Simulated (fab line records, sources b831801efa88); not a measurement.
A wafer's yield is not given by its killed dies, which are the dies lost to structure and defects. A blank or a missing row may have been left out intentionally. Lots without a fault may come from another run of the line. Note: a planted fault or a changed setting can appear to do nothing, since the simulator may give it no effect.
A lot that was struck, set against a sound lot | flow gf180mcu | 14 steps out of a route of 602
Sound: wafers L277.2, L277.3, L277.4. Struck: wafer L288.4 (left out: L288.2, L288.5 of the same lot, which were not struck); the cause appears at the end.
Per side, at each step with rows, come the tool, then ch with its chambers, and then its first start. Under that, the readings that differ: sound wafers | struck wafers | difference of the means | sigmas: that difference in standard deviations of wafers without a fault.
alike: readings with means less than 2 such deviations apart, plus words and numbers identical on both sides. not compared: withheld readings, readings lacking a value on some wafer, bounds such as >300 that could conceal the same value, and numbers that have no deviation in the record and whose values overlap.
Wherever a step has rows on one side only, a row that says differs or no value, or a row with sigmas, the two part there. Numbers that have no deviation but don't overlap get no sigmas and don't part them. A reading that every wafer of one side lacks parts them only if that side has two wafers or more.

GF_V2_CD_MEAS_14: target cd 260 nm.
  struck on cdSem-01, day 25 08:43; sound on cdSem-02, day 21 12:01
  alike: cdNm
GF_V2_OVL_MEAS_15:
  struck on overlay-01, day 25 08:49; sound on overlay-02, day 21 12:08
  alike: V2_OVL
GF_V2_ETCH_16: etches BARC in N2/H2.
  sound on rieDiel-03 ch 1,2,3, day 21 12:10; struck on rieDiel-01 ch 1, day 25 08:51
  alike: biasW, drypumpMotorCurrentA, h2FlowSccm, oesProductAu, throttleValvePct
GF_V2_ETCH_17: etches SiO2 in C4F8/O2/Ar, stops on TiN, target depth 630 nm.
  sound: rieDiel-03 ch 1,2,3; struck: rieDiel-01 ch 1
  alike: biasW, oesProductAu
GF_V2_STRIP_18: strips in O2/N2.
  sound on plasmaAsher-01 ch 0,1, day 21 12:17; struck on plasmaAsher-01 ch 1, day 25 08:59
  alike: drypumpMotorCurrentA, heaterPowerW, oesProductAu
  not compared: rfHoursCounterH
then, 2 steps without rows for these wafers: GF_V2_STRIP_19 (strips in post etch residue remover, time 1200 s); GF_V2_CLEAN_20 (cleans in DIW).
GF_V2_SPUTTER_21: material Ti, target thk 15 nm, time 80.02 s.
  struck on pvdSputter-01, day 25 09:31; sound on pvdSputter-01, day 21 12:51
  alike: throttleValvePct
then, 1 step without rows for these wafers: GF_V2_SPUTTER_22 (material TiN, target thk 10 nm, time 40 s).
GF_V2_CVD_23: deposits W, target thk 350 nm, time 104.94 s.
  sound on cvdW-01 ch 0,1, day 21 12:57; struck on cvdW-01 ch 1, day 25 09:37
  alike: heaterPowerW
GF_V2_RS_MEAS_24: the measuring method here is four-point-probe.
  struck on filmMetro-01, day 25 09:45; sound on filmMetro-02, day 21 13:05
  alike: V2_W_RS
GF_V2_THK_MEAS_25: measures by xrf.
  struck on filmMetro-01, day 25 09:52; sound on filmMetro-02, day 21 13:11
  alike: V2_W_THK
GF_V2_CMP_26: polishes, stops on SiO2, t overpolish 15 s, target thk 0 nm.
  sound on cmp-02 ch 1,2,3, day 21 13:14; struck on cmp-01 ch 0, day 25 09:55
reading             | sound                | struck | difference | sigmas
overpolishRunS (s)  | 15.015 15.008 15.002 | 0.041  | -14.967    | -99 or more
timeToEndpointS (s) | 80 86 87             | 129    | +45        | +11
  alike: motorCurrentA
then, 1 step without rows for these wafers: GF_M3_SPUTTER_00 (material Ti, target thk 37.5 nm, time 150 s).

== WHERE THEY PART ==
GF_V2_CMP_26 only, going by this record.

WHY: what the simulator had put in
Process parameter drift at GF_V2_CMP_26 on cmp-01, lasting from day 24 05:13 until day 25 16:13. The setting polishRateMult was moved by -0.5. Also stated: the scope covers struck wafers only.
